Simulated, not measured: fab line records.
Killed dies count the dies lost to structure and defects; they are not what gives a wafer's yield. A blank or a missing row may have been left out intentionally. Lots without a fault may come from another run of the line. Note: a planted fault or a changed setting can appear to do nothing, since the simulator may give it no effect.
Check for tools in common -- flow gf180mcu -- 45 wafers sampled across 13 lots

## THE REASON FOR OPENING IT
Of 13 lots, 2 have the reading V1_CVD_00_THK flagged at GF_V1_THK_MEAS_01. Wafers without a fault read 603 nm, standard deviation 5.7.
Rule: a lot gets a flag if all its wafers with a number sit over 4 standard deviations from that mean, or if no wafer of it has a number. The other lots count as sound.

lot,measured,on,"V1_CVD_00_THK (nm), wafer by wafer",flag
L734,day 16 21:08,film metro-02,603 597 607,
L736,day 17 19:16,film metro-02,596 608 602,
L737,day 18 15:11,film metro-01,599 599 602,
L738,day 18 19:53,film metro-02,604 607 613,
L739,day 19 19:26,film metro-03,606 605 605,
L742,day 20 04:59,film metro-03,604 603 599,
L743,day 20 11:15,film metro-03,603 597 605,
L744,day 20 15:36,film metro-03,606 605 603,
L746,day 21 15:49,film metro-01,599 599 600,
L747,day 21 21:55,film metro-03,600 596 598,
L748,day 22 05:25,film metro-02,611 602 616,
L749,day 22 14:57,film metro-02,304 300 300 304 300 300,FLAGGED
L752,day 23 11:33,film metro-03,320 307 307 320 307 307,FLAGGED
The numbers of the flagged lots are 306 nm on average: -297 nm against the usual, or -52 standard deviations.

## WHICH TOOL RAN EACH LOT
Before the reading, the record contains 4 process steps out of a 602-step route. Each cell gives the tool, then ch followed by the chambers the sampled wafers passed through, then the start.
lot,flag,GF_CONTACT_ETCH_16,GF_CONTACT_SPUTTER_22,GF_CONTACT_SPUTTER_23,GF_V1_CVD_00
L734,,"rie diel-04 ch 1,2, day 15 21:05","pvd sputter-04, day 15 21:34","pvd sputter-04, day 15 21:37","hdpcvd-02 ch 1,2, day 16 21:04"
L736,,"rie diel-01 ch 2,3, day 16 18:11","pvd sputter-04, day 16 18:40","pvd sputter-04, day 16 18:43","hdpcvd-01 ch 0,1,2, day 17 19:11"
L737,,"rie diel-01 ch 1,2,3, day 17 06:44","pvd sputter-02, day 17 07:11","pvd sputter-02, day 17 07:15","hdpcvd-02 ch 0,1,2, day 18 15:07"
L738,,"rie diel-03 ch 0,1,2, day 17 18:13","pvd sputter-02, day 17 18:42","pvd sputter-02, day 17 18:46","hdpcvd-01 ch 0,1,2, day 18 19:48"
L739,,"rie diel-01 ch 1,2, day 18 17:19","pvd sputter-02, day 18 17:47","pvd sputter-02, day 18 17:50","hdpcvd-01 ch 0,1,2, day 19 19:22"
L742,,"rie diel-03 ch 1,2,3, day 19 03:16","pvd sputter-03, day 19 03:44","pvd sputter-03, day 19 03:48","hdpcvd-02 ch 0,2, day 20 04:55"
L743,,"rie diel-03 ch 0,2,3, day 19 08:59","pvd sputter-03, day 19 09:28","pvd sputter-03, day 19 09:31","hdpcvd-02 ch 0,2, day 20 11:10"
L744,,"rie diel-01 ch 1,2, day 19 13:37","pvd sputter-04, day 19 14:05","pvd sputter-04, day 19 14:09","hdpcvd-02 ch 0,2, day 20 15:31"
L746,,"rie diel-04 ch 2,3, day 20 13:37","pvd sputter-02, day 20 14:05","pvd sputter-02, day 20 14:08","hdpcvd-01 ch 0,1,2, day 21 15:43"
L747,,"rie diel-01 ch 1,2,3, day 20 20:13","pvd sputter-03, day 20 20:42","pvd sputter-03, day 20 20:46","hdpcvd-01 ch 0,1, day 21 21:51"
L748,,"rie diel-04 ch 0,1,2, day 21 03:43","pvd sputter-03, day 21 04:11","pvd sputter-03, day 21 04:15","hdpcvd-02 ch 0,1, day 22 05:20"
L749,FLAGGED,"rie diel-01 ch 0,2,3, day 21 13:49","pvd sputter-03, day 21 14:17","pvd sputter-03, day 21 14:20","hdpcvd-01 ch 0,1, day 22 14:53"
L752,FLAGGED,"rie diel-03 ch 1,3, day 22 10:52","pvd sputter-03, day 22 11:22","pvd sputter-03, day 22 11:25","hdpcvd-01 ch 0,2, day 23 11:28"
What is done by these steps:
- GF_CONTACT_ETCH_16: etches BARC in N2/H2.
- GF_CONTACT_SPUTTER_22: material Ti, target thk 15 nm, time 80.02 s.
- GF_CONTACT_SPUTTER_23: material TiN, target thk 10 nm, time 40 s.
- GF_V1_CVD_00: deposits SiO2, target thk 600 nm, time 100 s.
- GF_V1_THK_MEAS_01

## FLAGGED AGAINST TOTAL, ONE TOOL AT A TIME (gauges that did the reading follow at the end)
step,tool,lots run,flagged,share of the flagged lots,sound lots run after its first flagged lot
GF_CONTACT_ETCH_16,rie diel-01,6,1,some,0
GF_CONTACT_ETCH_16,rie diel-03,4,1,some,0
GF_CONTACT_ETCH_16,rie diel-04,3,0,none,-
GF_CONTACT_SPUTTER_22,pvd sputter-02,4,0,none,-
GF_CONTACT_SPUTTER_22,pvd sputter-03,6,2,all,0
GF_CONTACT_SPUTTER_22,pvd sputter-04,3,0,none,-
GF_CONTACT_SPUTTER_23,pvd sputter-02,4,0,none,-
GF_CONTACT_SPUTTER_23,pvd sputter-03,6,2,all,0
GF_CONTACT_SPUTTER_23,pvd sputter-04,3,0,none,-
GF_V1_CVD_00,hdpcvd-01,7,2,all,0
GF_V1_CVD_00,hdpcvd-02,6,0,none,-
GF_V1_THK_MEAS_01,film metro-01,2,0,none,-
GF_V1_THK_MEAS_01,film metro-02,5,1,some,0
GF_V1_THK_MEAS_01,film metro-03,6,1,some,0

## WHAT THE TABLE ALLOWS
All flagged lots were run by 3 table rows, namely pvd sputter-03 at GF_CONTACT_SPUTTER_22, pvd sputter-03 at GF_CONTACT_SPUTTER_23, hdpcvd-01 at GF_V1_CVD_00.
- pvd sputter-03 at GF_CONTACT_SPUTTER_22: 2 of its 6 lots flagged. A fault beginning between L748 (day 21 04:11), its last sound lot, and L749 (day 21 14:17), its first flagged one, fits the data.
- pvd sputter-03 at GF_CONTACT_SPUTTER_23: 2 of its 6 lots flagged. A fault beginning between L748 (day 21 04:15), its last sound lot, and L749 (day 21 14:20), its first flagged one, fits the data.
- hdpcvd-01 at GF_V1_CVD_00: 2 of its 7 lots flagged. A fault beginning between L747 (day 21 21:51), its last sound lot, and L749 (day 22 14:53), its first flagged one, fits the data. Its own readings (sih4 flow sccm) fall more than 4 standard deviations out on all wafers of the flagged lots.
Counting lots can't tell these 2 tools apart, because each fits a fault that began at some hour. More lots, or a look at what each step does to the wafer, might.

## WHAT THE SIMULATOR HAD INSERTED
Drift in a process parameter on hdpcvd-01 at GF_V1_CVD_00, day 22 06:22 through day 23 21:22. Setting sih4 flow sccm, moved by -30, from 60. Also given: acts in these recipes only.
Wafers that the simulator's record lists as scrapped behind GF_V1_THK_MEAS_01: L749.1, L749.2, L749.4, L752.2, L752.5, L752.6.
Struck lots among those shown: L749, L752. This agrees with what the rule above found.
